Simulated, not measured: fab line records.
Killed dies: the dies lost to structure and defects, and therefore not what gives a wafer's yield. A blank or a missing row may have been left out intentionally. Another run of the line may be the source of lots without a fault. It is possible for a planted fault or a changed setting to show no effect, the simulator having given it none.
Chamber matching | flow sky130 | 4 sister chambers for SKY_VIA3_CMP_02 on cmp-02
The step polishes SiO2. 8 wafers are shown with their chamber, then 7 later ones without.

## WAFERS PAIRED WITH THEIR CHAMBERS
wafer  | chamber | motor-current-A (A)
L331.1 | 3       | 11.3
L331.4 | 2       | 10.6
L334.4 | 2       | 11.4
L339.2 | 0       | 12.5
L339.4 | 3       | 11.3
L339.5 | 1       | 13.6
L342.1 | 0       | 12.1
L342.4 | 1       | 13.4

## WAFERS MISSING THEIR CHAMBER
wafer  | motor-current-A (A)
L342.5 | 10.9
L343.1 | 12.5
L343.4 | 10.9
L343.5 | 10.9
L346.2 | 11.9
L346.5 | 11.3
L346.6 | 12.5

## EACH ONE'S CHAMBER
wafer  | from the rows above          | in truth
L342.5 | can't be placed: 2 or 3      | 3
L343.1 | 0                            | 0
L343.4 | can't be placed: 2 or 3      | 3
L343.5 | can't be placed: 2 or 3      | 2
L346.2 | can't be placed: 0 or 3 or 2 | 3
L346.5 | can't be placed: 3 or 2      | 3
L346.6 | 0                            | 0
2 of 7 placed correctly. From these rows, 5 cannot be placed; in 5 the true chamber is one of the candidates. Number placed wrongly: 0.
How it was worked out, from the rows above alone: a wafer's distance from a chamber is the root of the sum, over the readings, of the square of ((its reading less the chamber's mean) divided by the reading's scatter). If the next closest chamber is less than 2 further off than the closest, the wafer can't be placed; otherwise it belongs to the closest. A chamber's mean is the mean of its shown wafers. The scatter: take each reading less its chamber's mean, square it, sum over the shown wafers, divide by the number of wafers less the number of chambers, and take the root.
